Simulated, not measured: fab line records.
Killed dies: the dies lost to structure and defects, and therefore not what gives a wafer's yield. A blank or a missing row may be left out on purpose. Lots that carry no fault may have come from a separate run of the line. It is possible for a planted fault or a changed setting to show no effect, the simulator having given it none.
fab line records + flow gf180mcu
record:
- lots: 12
- wafers: 36
- last_day: 34
route steps=602 shown CONTACT@311 V1@338 V2@383 M3@415
lots that met no fault: from a run of the same line without faults
start_h: start of the lot's first displayed wafer, in hours after the record's first day + wait_h: how many hours have passed since the lot's step before this one + " unchanged from the row above + L1.1+2: one row covering several wafers at once + - no value, or no start given + * or withheld: withheld + < > ~ a bound
route shown NAME@n: a module of which the file shows steps, and the number in the route of the first + usual: mean/standard deviation of fault-free wafers + same: alike in all rows + chamber/n: place in a boat + sites: readings site by site + _std_site: the standard deviation of these + _edge_site: the outer-site mean with the inner-site mean subtracted + radius_mm: how far each site lies from the wafer's centre + mask NAME#n: copy n + behind: the tool/chamber that last shaped the wafer + hold: cause of the lot's hold/its duration in hours/its outcome + device: transistor that didn't switch, given as n, p or np + end of line: tests run on the same wafers once the route is complete + for a step that has no rows: nothing shown but its recipe + killed: dies lost to structure and defects at the first sort, not the wafer's yield + map: shows each die of a wafer: x if killed, . if not, _ if none is there
set.NAME: the setting the step ran with; set.NAME@STEP: the setting that earlier step ran with + model.NAME: the simulator's own value behind a step, which no gauge read
one table for each step of the route and one row for each wafer, over a sample of lots
services: the hour from which a tool's chamber was out of use, counted from the record's first day as start_h (under 0 if before that day), plus the number of hours and why
== steps ==
step: GF_CONTACT_CVD_24
recipe:
- material: W
- target_thk_nm: 300
- time_s: 90.339
- temp_c: 400
- pressure_torr: 40
usual:
- heater_power_w: 789/66
- susceptor_temp_C: 399.99/0.21
| lot.wafer | tool     | chamber | start_h | wait_h | heater_power_w | susceptor_temp_C |
|-----------|----------|---------|---------|--------|----------------|------------------|
| L639.2    | cvd_w-01 | 1       | 373.68  | 0.0    | 865            | 399.95           |
| L639.4    | "        | 0       | "       | "      | 706            | 399.89           |
| L639.5    | "        | 0       | "       | "      | 708            | 399.58           |
| L641.2    | cvd_w-01 | 0       | 397.29  | 0.0    | 706            | 399.58           |
| L641.4    | "        | 1       | "       | "      | 843            | 400.09           |
| L641.5    | "        | 0       | "       | "      | 713            | 399.89           |
| L642.1    | cvd_w-02 | 0       | 407.63  | 0.0    | 752            | 400.05           |
| L642.3    | "        | 1       | "       | "      | 834            | 400.18           |
| L642.6    | "        | 0       | "       | "      | 744            | 399.87           |
| L644.2    | cvd_w-02 | 0       | 420.79  | 0.0    | 743            | 399.75           |
| L644.3    | "        | 0       | "       | "      | 769            | 399.72           |
| L644.5    | "        | 0       | "       | "      | 753            | 400.28           |
| L645.3    | cvd_w-01 | 0       | 423.73  | 0.1    | 702            | 399.87           |
| L645.4    | "        | 1       | "       | "      | 883            | 400.13           |
| L645.6    | "        | 0       | "       | "      | 703            | 399.89           |
| L646.3    | cvd_w-02 | 0       | 434.33  | 0.1    | 740            | 400.46           |
| L646.4    | "        | 1       | "       | "      | 813            | 399.82           |
| L646.6    | "        | 1       | "       | "      | 808            | 400.08           |
| L649.3    | cvd_w-01 | 0       | 465.72  | 0.1    | 724            | 399.80           |
| L649.4    | "        | 1       | "       | "      | 881            | 399.88           |
| L649.5    | "        | 0       | "       | "      | 692            | 399.69           |
| L654.1    | cvd_w-01 | 1       | 507.18  | 0.0    | 874            | 399.96           |
| L654.2    | "        | 0       | "       | "      | 706            | 399.91           |
| L654.3    | "        | 0       | "       | "      | 718            | 400.04           |
| L655.3    | cvd_w-01 | 1       | 512.11  | 0.1    | 872            | 399.91           |
| L655.4    | "        | 0       | "       | "      | 719            | 399.95           |
| L655.6    | "        | 0       | "       | "      | 703            | 400.00           |
| L656.1    | cvd_w-02 | 0       | 531.38  | 0.0    | 734            | 400.06           |
| L656.3    | "        | 0       | "       | "      | 760            | 399.73           |
| L656.4    | "        | 1       | "       | "      | 818            | 399.74           |
| L658.2    | cvd_w-02 | 1       | 537.76  | 0.0    | 831            | 400.03           |
| L658.4    | "        | 1       | "       | "      | 828            | 400.02           |
| L658.5    | "        | 1       | "       | "      | 821            | 400.30           |
| L661.1    | cvd_w-02 | 1       | 561.50  | 0.0    | 829            | 400.13           |
| L661.2    | "        | 1       | "       | "      | 818            | 399.94           |
| L661.3    | "        | 1       | "       | "      | 822            | 400.13           |
step: GF_CONTACT_RS_MEAS_25
recipe:
- thk_meas_gauge: four-point-probe
- reads: W_of_CONTACT_CVD_24+TiN_of_CONTACT_SPUTTER_23+Ti_of_CONTACT_SPUTTER_22
usual:
- CONTACT_W_RS: 0.387/0.004
| lot.wafer | tool          | chamber | start_h | wait_h | CONTACT_W_RS[ohm/sq] |
|-----------|---------------|---------|---------|--------|----------------------|
| L639.2    | film_metro-01 | -       | 373.81  | 0.1    | 0.385                |
| L639.4    | "             | -       | "       | "      | 0.387                |
| L639.5    | "             | -       | "       | "      | 0.385                |
| L641.2    | film_metro-04 | -       | 397.41  | 0.1    | 0.387                |
| L641.4    | "             | -       | "       | "      | 0.388                |
| L641.5    | "             | -       | "       | "      | 0.385                |
| L642.1    | film_metro-02 | -       | 407.73  | 0.1    | 0.382                |
| L642.3    | "             | -       | "       | "      | 0.382                |
| L642.6    | "             | -       | "       | "      | 0.385                |
| L644.2    | film_metro-04 | -       | 420.91  | 0.1    | 0.385                |
| L644.3    | "             | -       | "       | "      | 0.390                |
| L644.5    | "             | -       | "       | "      | 0.390                |
| L645.3    | film_metro-04 | -       | 423.84  | 0.1    | 0.386                |
| L645.4    | "             | -       | "       | "      | 0.388                |
| L645.6    | "             | -       | "       | "      | 0.389                |
| L646.3    | film_metro-04 | -       | 434.44  | 0.1    | 0.383                |
| L646.4    | "             | -       | "       | "      | 0.387                |
| L646.6    | "             | -       | "       | "      | 0.381                |
| L649.3    | film_metro-02 | -       | 465.83  | 0.1    | 0.394                |
| L649.4    | "             | -       | "       | "      | 0.388                |
| L649.5    | "             | -       | "       | "      | 0.389                |
| L654.1    | film_metro-02 | -       | 507.28  | 0.1    | 0.318                |
| L654.2    | "             | -       | "       | "      | 0.319                |
| L654.3    | "             | -       | "       | "      | 0.320                |
| L655.3    | film_metro-02 | -       | 512.22  | 0.1    | 0.325                |
| L655.4    | "             | -       | "       | "      | 0.322                |
| L655.6    | "             | -       | "       | "      | 0.321                |
| L656.1    | film_metro-01 | -       | 531.48  | 0.1    | 0.381                |
| L656.3    | "             | -       | "       | "      | 0.381                |
| L656.4    | "             | -       | "       | "      | 0.383                |
| L658.2    | film_metro-04 | -       | 537.89  | 0.1    | 0.385                |
| L658.4    | "             | -       | "       | "      | 0.389                |
| L658.5    | "             | -       | "       | "      | 0.388                |
| L661.1    | film_metro-02 | -       | 561.70  | 0.2    | 0.384                |
| L661.2    | "             | -       | "       | "      | 0.390                |
| L661.3    | "             | -       | "       | "      | 0.386                |
step: GF_CONTACT_THK_MEAS_26
recipe:
- thk_meas_gauge: xrf
- reads: W_of_CONTACT_CVD_24
usual:
- CONTACT_W_THK: 300/4.3
| lot.wafer | tool          | chamber | start_h | wait_h | CONTACT_W_THK[nm] |
|-----------|---------------|---------|---------|--------|-------------------|
| L639.2    | film_metro-01 | -       | 373.92  | 0.1    | 297               |
| L639.4    | "             | -       | "       | "      | 294               |
| L639.5    | "             | -       | "       | "      | 294               |
| L641.2    | film_metro-04 | -       | 397.52  | 0.1    | 304               |
| L641.4    | "             | -       | "       | "      | 305               |
| L641.5    | "             | -       | "       | "      | 305               |
| L642.1    | film_metro-02 | -       | 407.85  | 0.1    | 308               |
| L642.3    | "             | -       | "       | "      | 308               |
| L642.6    | "             | -       | "       | "      | 304               |
| L644.2    | film_metro-04 | -       | 421.02  | 0.1    | 306               |
| L644.3    | "             | -       | "       | "      | 300               |
| L644.5    | "             | -       | "       | "      | 300               |
| L645.3    | film_metro-04 | -       | 423.94  | 0.1    | 305               |
| L645.4    | "             | -       | "       | "      | 302               |
| L645.6    | "             | -       | "       | "      | 302               |
| L646.3    | film_metro-04 | -       | 434.54  | 0.1    | 301               |
| L646.4    | "             | -       | "       | "      | 300               |
| L646.6    | "             | -       | "       | "      | 303               |
| L649.3    | film_metro-02 | -       | 465.93  | 0.1    | 300               |
| L649.4    | "             | -       | "       | "      | 303               |
| L649.5    | "             | -       | "       | "      | 303               |
| L654.1    | film_metro-02 | -       | 507.40  | 0.1    | 370               |
| L654.2    | "             | -       | "       | "      | 370               |
| L654.3    | "             | -       | "       | "      | 369               |
| L655.3    | film_metro-02 | -       | 512.32  | 0.1    | 362               |
| L655.4    | "             | -       | "       | "      | 367               |
| L655.6    | "             | -       | "       | "      | 367               |
| L656.1    | film_metro-01 | -       | 531.60  | 0.1    | 303               |
| L656.3    | "             | -       | "       | "      | 302               |
| L656.4    | "             | -       | "       | "      | 302               |
| L658.2    | film_metro-04 | -       | 538.00  | 0.1    | 302               |
| L658.4    | "             | -       | "       | "      | 298               |
| L658.5    | "             | -       | "       | "      | 298               |
| L661.1    | film_metro-02 | -       | 561.82  | 0.1    | 302               |
| L661.2    | "             | -       | "       | "      | 299               |
| L661.3    | "             | -       | "       | "      | 301               |
step: GF_CONTACT_CMP_27
recipe:
- stop_on: SiO2
- down_force_psi: 3.5
- platen_rpm: 60
- t_overpolish_s: 15
- target_thk_nm: 0
- pad_velocity_m_s: 0.94248
usual:
- head_pressure_psi: 3.500/0.0076
- motor_current_A: 10.8/1.1
- time_to_endpoint_s: 71/3.5
| lot.wafer | tool   | chamber | start_h | wait_h | head_pressure_psi | motor_current_A | time_to_endpoint_s |
|-----------|--------|---------|---------|--------|-------------------|-----------------|--------------------|
| L639.2    | cmp-01 | 0       | 373.97  | 0.0    | 3.505             | 11.6            | 71                 |
| L639.4    | "      | 3       | "       | "      | 3.488             | 12.9            | 70                 |
| L639.5    | "      | 1       | "       | "      | 3.494             | 10.9            | 72                 |
| L641.4    | cmp-01 | 2       | 397.57  | 0.0    | 3.491             | 11.3            | 65                 |
| L641.2    | "      | 1       | "       | "      | 3.491             | 11.3            | 70                 |
| L641.5    | "      | 3       | "       | "      | 3.496             | 12.4            | 71                 |
| L642.3    | cmp-02 | 3       | 407.91  | 0.0    | 3.505             | 8.9             | 69                 |
| L642.1    | "      | 0       | "       | "      | 3.505             | 11.0            | 74                 |
| L642.6    | "      | 0       | "       | "      | 3.502             | 11.2            | 74                 |
| L644.2    | cmp-02 | 0       | 421.12  | 0.1    | 3.495             | 10.6            | 73                 |
| L644.3    | "      | 1       | "       | "      | 3.500             | 9.9             | 75                 |
| L644.5    | "      | 0       | "       | "      | 3.498             | 10.9            | 74                 |
| L645.3    | cmp-01 | 1       | 423.98  | 0.0    | 3.494             | 11.4            | 72                 |
| L645.4    | "      | 3       | "       | "      | 3.496             | 13.0            | 68                 |
| L645.6    | "      | 1       | "       | "      | 3.501             | 11.4            | 71                 |
| L646.3    | cmp-01 | 2       | 434.68  | 0.1    | 3.499             | 11.9            | 69                 |
| L646.4    | "      | 3       | "       | "      | 3.500             | 12.4            | 69                 |
| L646.6    | "      | 1       | "       | "      | 3.503             | 11.2            | 71                 |
| L649.3    | cmp-01 | 1       | 465.97  | 0.0    | 3.502             | 11.1            | 70                 |
| L649.4    | "      | 3       | "       | "      | 3.505             | 13.0            | 71                 |
| L649.5    | "      | 1       | "       | "      | 3.499             | 10.8            | 71                 |
| L654.1    | cmp-01 | 3       | 507.46  | 0.1    | 3.518             | 13.5            | 87                 |
| L654.3    | "      | 0       | "       | "      | 3.497             | 11.4            | 87                 |
| L654.2    | "      | 2       | "       | "      | 3.490             | 11.4            | 86                 |
| L655.3    | cmp-01 | 3       | 512.46  | 0.1    | 3.504             | 12.9            | 85                 |
| L655.4    | "      | 0       | "       | "      | 3.506             | 11.5            | 85                 |
| L655.6    | "      | 2       | "       | "      | 3.499             | 11.7            | 83                 |
| L656.4    | cmp-02 | 0       | 531.71  | 0.1    | 3.505             | 10.5            | 68                 |
| L656.3    | "      | 1       | "       | "      | 3.506             | 10.3            | 74                 |
| L656.1    | "      | 2       | "       | "      | 3.503             | 10.3            | 72                 |
| L658.4    | cmp-01 | 3       | 538.15  | 0.1    | 3.504             | 13.5            | 71                 |
| L658.2    | "      | 0       | "       | "      | 3.506             | 12.1            | 73                 |
| L658.5    | "      | 2       | "       | "      | 3.497             | 11.1            | 69                 |
| L661.1    | cmp-02 | 0       | 561.93  | 0.1    | 3.496             | 10.2            | 72                 |
| L661.2    | "      | 1       | "       | "      | 3.511             | 10.8            | 77                 |
| L661.3    | "      | 2       | "       | "      | 3.496             | 10.3            | 77                 |
step: GF_V1_THK_MEAS_03
recipe:
- reads: SiO2_of_V1_CVD_02
usual:
- V1_CVD_02_THK: 853/12
| lot.wafer | tool          | chamber | start_h | wait_h | V1_CVD_02_THK[nm] |
|-----------|---------------|---------|---------|--------|-------------------|
| L639.2    | film_metro-02 | -       | 398.29  | 0.0    | 852               |
| L639.4    | "             | -       | "       | "      | 859               |
| L639.5    | "             | -       | "       | "      | 863               |
| L641.2    | film_metro-02 | -       | 422.64  | 0.0    | 860               |
| L641.4    | "             | -       | "       | "      | 880               |
| L641.5    | "             | -       | "       | "      | 876               |
| L642.1    | film_metro-02 | -       | 433.59  | 0.0    | 833               |
| L642.3    | "             | -       | "       | "      | 843               |
| L642.6    | "             | -       | "       | "      | 852               |
| L644.2    | film_metro-03 | -       | 446.42  | 0.0    | 852               |
| L644.3    | "             | -       | "       | "      | 854               |
| L644.5    | "             | -       | "       | "      | 880               |
| L645.3    | film_metro-01 | -       | 451.04  | 0.1    | 850               |
| L645.4    | "             | -       | "       | "      | 858               |
| L645.6    | "             | -       | "       | "      | 852               |
| L646.3    | film_metro-02 | -       | 459.95  | 0.1    | 838               |
| L646.4    | "             | -       | "       | "      | 872               |
| L646.6    | "             | -       | "       | "      | 850               |
| L649.3    | film_metro-02 | -       | 491.02  | 0.1    | 849               |
| L649.4    | "             | -       | "       | "      | 857               |
| L649.5    | "             | -       | "       | "      | 870               |
| L654.1    | film_metro-03 | -       | 532.18  | 0.0    | 859               |
| L654.2    | "             | -       | "       | "      | 851               |
| L654.3    | "             | -       | "       | "      | 844               |
| L655.3    | film_metro-02 | -       | 537.02  | 0.1    | 864               |
| L655.4    | "             | -       | "       | "      | 853               |
| L655.6    | "             | -       | "       | "      | 858               |
| L656.1    | film_metro-02 | -       | 555.88  | 0.0    | 842               |
| L656.3    | "             | -       | "       | "      | 842               |
| L656.4    | "             | -       | "       | "      | 860               |
| L658.2    | film_metro-02 | -       | 562.36  | 0.0    | 841               |
| L658.4    | "             | -       | "       | "      | 864               |
| L658.5    | "             | -       | "       | "      | 867               |
| L661.1    | film_metro-03 | -       | 584.70  | 0.0    | 837               |
| L661.2    | "             | -       | "       | "      | 841               |
| L661.3    | "             | -       | "       | "      | 839               |
step: GF_V2_THK_MEAS_01
recipe:
- reads: SiO2_of_V2_CVD_00
usual:
- V2_CVD_00_THK: 596/6.2
| lot.wafer | tool          | chamber | start_h | wait_h | V2_CVD_00_THK[nm] |
|-----------|---------------|---------|---------|--------|-------------------|
| L639.2    | film_metro-04 | -       | 447.89  | 0.0    | 596               |
| L639.4    | "             | -       | "       | "      | 584               |
| L639.5    | "             | -       | "       | "      | 595               |
| L641.2    | film_metro-01 | -       | 471.88  | 0.0    | 592               |
| L641.4    | "             | -       | "       | "      | 588               |
| L641.5    | "             | -       | "       | "      | 593               |
| L642.1    | film_metro-01 | -       | 484.60  | 0.0    | 602               |
| L642.3    | "             | -       | "       | "      | 597               |
| L642.6    | "             | -       | "       | "      | 602               |
| L644.2    | film_metro-01 | -       | 496.42  | 0.0    | 601               |
| L644.3    | "             | -       | "       | "      | 599               |
| L644.5    | "             | -       | "       | "      | 601               |
| L645.3    | film_metro-01 | -       | 500.59  | 0.1    | 591               |
| L645.4    | "             | -       | "       | "      | 594               |
| L645.6    | "             | -       | "       | "      | 586               |
| L646.3    | film_metro-04 | -       | 509.44  | 0.1    | 597               |
| L646.4    | "             | -       | "       | "      | 595               |
| L646.6    | "             | -       | "       | "      | 592               |
| L649.3    | film_metro-02 | -       | 540.27  | 0.1    | 604               |
| L649.4    | "             | -       | "       | "      | 602               |
| L649.5    | "             | -       | "       | "      | 603               |
| L654.1    | film_metro-02 | -       | 579.76  | 0.0    | 589               |
| L654.2    | "             | -       | "       | "      | 599               |
| L654.3    | "             | -       | "       | "      | 597               |
| L655.3    | film_metro-04 | -       | 583.65  | 0.1    | 611               |
| L655.4    | "             | -       | "       | "      | 603               |
| L655.6    | "             | -       | "       | "      | 605               |
| L656.1    | film_metro-02 | -       | 601.79  | 0.0    | 597               |
| L656.3    | "             | -       | "       | "      | 589               |
| L656.4    | "             | -       | "       | "      | 597               |
| L658.2    | film_metro-01 | -       | 608.32  | 0.0    | 598               |
| L658.4    | "             | -       | "       | "      | 601               |
| L658.5    | "             | -       | "       | "      | 599               |
| L661.1    | film_metro-04 | -       | 629.41  | 0.0    | 600               |
| L661.2    | "             | -       | "       | "      | 593               |
| L661.3    | "             | -       | "       | "      | 596               |
step: GF_M3_THK_MEAS_06
recipe:
- thk_meas_gauge: xrf
- reads: AlCu_of_M3_SPUTTER_02
usual:
- M3_ALCU_THK: 448/6.1
| lot.wafer | tool          | chamber | start_h | wait_h | M3_ALCU_THK[nm] |
|-----------|---------------|---------|---------|--------|-----------------|
| L639.2    | film_metro-01 | -       | 473.35  | 0.1    | 439             |
| L639.4    | "             | -       | "       | "      | 441             |
| L639.5    | "             | -       | "       | "      | 445             |
| L641.2    | film_metro-03 | -       | 497.73  | 0.1    | 442             |
| L641.4    | "             | -       | "       | "      | 448             |
| L641.5    | "             | -       | "       | "      | 452             |
| L642.1    | film_metro-03 | -       | 509.77  | 0.1    | 460             |
| L642.3    | "             | -       | "       | "      | 453             |
| L642.6    | "             | -       | "       | "      | 454             |
| L644.2    | film_metro-04 | -       | 522.26  | 0.1    | 443             |
| L644.3    | "             | -       | "       | "      | 447             |
| L644.5    | "             | -       | "       | "      | 452             |
| L645.3    | film_metro-04 | -       | 526.44  | 0.1    | 446             |
| L645.4    | "             | -       | "       | "      | 448             |
| L645.6    | "             | -       | "       | "      | 453             |
| L646.3    | film_metro-03 | -       | 534.19  | 0.1    | 444             |
| L646.4    | "             | -       | "       | "      | 438             |
| L646.6    | "             | -       | "       | "      | 445             |
| L649.3    | film_metro-03 | -       | 565.21  | 0.1    | 443             |
| L649.4    | "             | -       | "       | "      | 445             |
| L649.5    | "             | -       | "       | "      | 444             |
| L654.1    | film_metro-04 | -       | 603.48  | 0.1    | 449             |
| L654.2    | "             | -       | "       | "      | 455             |
| L654.3    | "             | -       | "       | "      | 431             |
| L655.3    | film_metro-03 | -       | 607.89  | 0.1    | 442             |
| L655.4    | "             | -       | "       | "      | 450             |
| L655.6    | "             | -       | "       | "      | 438             |
| L656.1    | film_metro-04 | -       | 624.85  | 0.1    | 439             |
| L656.3    | "             | -       | "       | "      | 443             |
| L656.4    | "             | -       | "       | "      | 438             |
| L658.2    | film_metro-04 | -       | 631.90  | 0.1    | 453             |
| L658.4    | "             | -       | "       | "      | 442             |
| L658.5    | "             | -       | "       | "      | 449             |
| L661.1    | film_metro-01 | -       | 651.46  | 0.1    | 457             |
| L661.2    | "             | -       | "       | "      | 458             |
| L661.3    | "             | -       | "       | "      | 457             |
== services ==
| tool     | chamber | start_h | hours | kind                           |
|----------|---------|---------|-------|--------------------------------|
| cmp-01   | -       | 376.03  | 8.3   | pm                             |
| cvd_w-02 | -       | 390.00  | 14.0  | pm                             |
| cvd_w-02 | 0       | 390.00  | 14.0  | vent_cycle                     |
| cvd_w-02 | 1       | 390.00  | 15.3  | vent_cycle                     |
| cvd_w-02 | 1       | 390.29  | 15.0  | repair                         |
| cvd_w-01 | -       | 404.00  | 14.6  | pm                             |
| cvd_w-02 | 0       | 404.00  | -     | clean                          |
| cvd_w-02 | 1       | 404.00  | -     | clean                          |
| cmp-01   | -       | 405.42  | 4.0   | pm                             |
| cmp-01   | -       | 409.42  | -     | consumable_replace:conditioner |
| cmp-01   | -       | 409.42  | -     | consumable_replace:pad         |
| cvd_w-01 | -       | 412.46  | 0.8   | repair                         |
| cvd_w-01 | 1       | 416.31  | 1.3   | repair                         |
| cmp-02   | -       | 424.46  | 3.3   | repair                         |
| cmp-02   | -       | 434.30  | 1.6   | repair                         |
| cmp-02   | -       | 467.25  | 0.6   | repair                         |
| cvd_w-02 | -       | 549.99  | 6.0   | pm                             |
| cmp-02   | -       | 554.24  | 6.2   | pm                             |
| cvd_w-02 | 0       | 557.97  | 6.7   | repair                         |
| cmp-01   | -       | 558.74  | 4.3   | repair                         |
== key ==
first_sign:
- step: GF_CONTACT_RS_MEAS_25
- reading: CONTACT_W_RS
- direction: down
- sigmas: 16
- usual: 0.387
- struck: 0.321
effect:
- step: GF_CONTACT_THK_MEAS_26
- reading: CONTACT_W_THK
- direction: up
- sigmas: 16
- usual: 300
- struck: 367
effect:
- step: GF_CONTACT_CMP_27
- reading: time_to_endpoint_s
- direction: up
- sigmas: 4
- usual: *
- struck: *
met_at GF_CONTACT_CVD_24
struck_lots L654,L655
tester_left_out L654,L655
not_acting_at GF_V1_THK_MEAS_03,GF_V2_THK_MEAS_01,GF_M3_THK_MEAS_06
onset_between 465.72 507.18
fault:
- kind: process_parameter_drift
- tool: cvd_w-01
- chamber: -
- onset_h: 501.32
- steps: GF_CONTACT_CVD_24
- channel: target_thk_nm
- offset: 61.8
- shape: step
- end_h: 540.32
- acts_in: these_recipes_only
- stated: 300
tester_left_out: of these lots the tester's yield and bins aren't shown, on N5 and GAA mostly nor the transistor test; their killed dies are dies lost to structure and defects alone, not to doping, threshold or leakage, so they don't give the yield
